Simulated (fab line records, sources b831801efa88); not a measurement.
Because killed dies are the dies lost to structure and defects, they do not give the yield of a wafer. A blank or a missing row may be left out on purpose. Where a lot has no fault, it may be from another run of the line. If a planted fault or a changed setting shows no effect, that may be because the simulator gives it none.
Which tool is to blame? | flow gf180mcu | 39 wafers from 13 lots sampled at 5 of the route's 602 steps

WHAT THE GAUGES SHOWED, per wafer
GF_TOP_METAL_THK_MEAS_06: measures by xrf.
lot  | measured     | on            | TOP_METAL_ALCU_THK (nm)
L656 | day 27 14:15 | film metro-04 | 889 889 901
L657 | day 27 22:26 | film metro-01 | 891 907 892
L660 | day 28 21:38 | film metro-01 | 903 919 917
L663 | day 29 22:08 | film metro-04 | 903 905 900
L665 | day 30 00:16 | film metro-01 | 887 892 911
L666 | day 30 12:21 | film metro-01 | 892 881 888
L672 | day 32 07:22 | film metro-04 | 907 915 903
L674 | day 32 12:43 | film metro-03 | 907 906 904
L675 | day 32 22:37 | film metro-04 | 922 916 913
L676 | day 32 23:55 | film metro-01 | 905 888 899
L677 | day 33 05:06 | film metro-01 | 894 895 887
L678 | day 33 19:54 | film metro-01 | 880 881 881
L679 | day 33 21:29 | film metro-04 | 907 916 895

GF_TOP_METAL_CD_MEAS_14 targets a cd of 440 nm.
lot  | measured     | on        | cd nm (nm)
L656 | day 28 09:33 | cd sem-02 | 439.5 439.5 440.7
L657 | day 28 18:02 | cd sem-02 | 441.2 439.5 440.7
L660 | day 29 16:25 | cd sem-01 | 443.9 440.5 440.7
L663 | day 30 16:05 | cd sem-02 | 435.0 434.7 434.9
L665 | day 30 19:00 | cd sem-02 | 424.1 423.0 424.8
L666 | day 31 06:29 | cd sem-01 | 422.2 419.2 420.4
L672 | day 32 23:13 | cd sem-01 | 439.6 441.5 442.0
L674 | day 33 04:41 | cd sem-01 | 443.7 443.1 442.3
L675 | day 33 14:08 | cd sem-02 | 437.6 437.4 440.5
L676 | day 33 15:22 | cd sem-01 | 440.9 439.7 440.0
L677 | day 33 20:50 | cd sem-02 | 439.2 438.0 438.1
L678 | day 34 11:07 | cd sem-01 | 439.2 439.2 438.6
L679 | day 34 11:58 | cd sem-01 | 444.9 444.0 442.6

WHAT TOOL EACH LOT RAN ON (gives the tool, then ch and the chambers of the sampled wafers, and finally the start)
lot  | GF_TOP_METAL_SPUTTER_01      | GF_TOP_METAL_SPUTTER_03      | GF_TOP_METAL_DEVELOP_13
L656 | pvd sputter-01, day 27 14:01 | pvd sputter-01, day 27 14:05 | litho track-01 ch 0, day 28 09:24
L657 | pvd sputter-04, day 27 22:11 | pvd sputter-04, day 27 22:16 | litho track-02 ch 0, day 28 17:54
L660 | pvd sputter-02, day 28 21:22 | pvd sputter-02, day 28 21:27 | litho track-02 ch 0, day 29 16:16
L663 | pvd sputter-01, day 29 21:53 | pvd sputter-01, day 29 21:58 | litho track-02 ch 0, day 30 15:57
L665 | pvd sputter-04, day 29 23:59 | pvd sputter-04, day 30 00:04 | litho track-01 ch 0, day 30 18:52
L666 | pvd sputter-02, day 30 12:07 | pvd sputter-02, day 30 12:11 | litho track-01 ch 0, day 31 06:20
L672 | pvd sputter-02, day 32 07:07 | pvd sputter-02, day 32 07:11 | litho track-02 ch 0, day 32 23:04
L674 | pvd sputter-01, day 32 12:28 | pvd sputter-01, day 32 12:33 | litho track-03 ch 0, day 33 04:32
L675 | pvd sputter-04, day 32 22:22 | pvd sputter-04, day 32 22:26 | litho track-02 ch 0, day 33 14:00
L676 | pvd sputter-04, day 32 23:40 | pvd sputter-04, day 32 23:44 | litho track-02 ch 0, day 33 15:13
L677 | pvd sputter-04, day 33 04:51 | pvd sputter-04, day 33 04:55 | litho track-02 ch 0, day 33 20:42
L678 | pvd sputter-01, day 33 19:40 | pvd sputter-01, day 33 19:44 | litho track-02 ch 0, day 34 10:58
L679 | pvd sputter-01, day 33 21:14 | pvd sputter-01, day 33 21:18 | litho track-01 ch 0, day 34 11:49
- GF_TOP_METAL_SPUTTER_01: material TiN, target thk 30 nm, time 25 s.
- GF_TOP_METAL_SPUTTER_03: material Ti, target thk 5 nm, time 3.3 s.
- GF_TOP_METAL_DEVELOP_13: develop time 60 s.

AS READ BY THE TOOLS THEMSELVES (means over the sampled wafers that have a number; for cases with no such wafer, the mark the record gives instead)
GF_TOP_METAL_SPUTTER_01.
lot  | tool           | throttle valve pct (%)
L656 | pvd sputter-01 | 29.3
L657 | pvd sputter-04 | 30.4
L660 | pvd sputter-02 | 30.3
L663 | pvd sputter-01 | 31.5
L665 | pvd sputter-04 | 30.7
L666 | pvd sputter-02 | 29.9
L672 | pvd sputter-02 | 30.1
L674 | pvd sputter-01 | 30.7
L675 | pvd sputter-04 | 30.1
L676 | pvd sputter-04 | 30.9
L677 | pvd sputter-04 | 29.5
L678 | pvd sputter-01 | 30.0
L679 | pvd sputter-01 | 30.4

GF_TOP_METAL_SPUTTER_03.
lot  | tool           | throttle valve pct (%)
L656 | pvd sputter-01 | 29.4
L657 | pvd sputter-04 | 30.5
L660 | pvd sputter-02 | 30.3
L663 | pvd sputter-01 | 31.4
L665 | pvd sputter-04 | 30.7
L666 | pvd sputter-02 | 29.9
L672 | pvd sputter-02 | 30.1
L674 | pvd sputter-01 | 30.9
L675 | pvd sputter-04 | 30.1
L676 | pvd sputter-04 | 30.8
L677 | pvd sputter-04 | 29.4
L678 | pvd sputter-01 | 30.1
L679 | pvd sputter-01 | 30.5

GF_TOP_METAL_DEVELOP_13.
lot  | tool           | exhaust pa (Pa)
L656 | litho track-01 | 44.5
L657 | litho track-02 | 44.8
L660 | litho track-02 | 44.8
L663 | litho track-02 | 44.9
L665 | litho track-01 | 44.5
L666 | litho track-01 | 45.8
L672 | litho track-02 | 44.4
L674 | litho track-03 | 44.6
L675 | litho track-02 | 44.4
L676 | litho track-02 | 44.8
L677 | litho track-02 | 45.5
L678 | litho track-02 | 45.4
L679 | litho track-01 | 45.2

THE ANSWER, worked out from the rows above alone
Rule: the lots themselves supply what counts as usual. The widest of any qualifying gaps counts: lots, ordered by their means at a reading, are off when they make up no more than a third of the lots, leave a main group of 4 or more, and stand apart from it by 3 or more times the standard deviation of that group's means. A main group whose means are all the same, to the digits that the tables above print for the reading, isn't used. Also off: a lot with no number at a reading for which 4 or more lots have one. Any other lot the step has rows for is counted as sound. Order of review: gauges by route order, followed by the tools' own readings, for which a lot's mean as printed above is used. The first step at which some lot is off is used, and at that step the reading that is off furthest; a lot without a number counts as furthest.
Off at GF_TOP_METAL_CD_MEAS_14 (cd nm): L665, L666. Main group: mean 440.1 nm, sd 2.3.
If a tool, at a process step before that reading, ran all the lots that are off and no sound lot after the first of them, it fits. The gauges at GF_TOP_METAL_CD_MEAS_14 are tried like those tools. Not one of the candidates tried fits.

WHAT THE SIMULATOR PUT IN
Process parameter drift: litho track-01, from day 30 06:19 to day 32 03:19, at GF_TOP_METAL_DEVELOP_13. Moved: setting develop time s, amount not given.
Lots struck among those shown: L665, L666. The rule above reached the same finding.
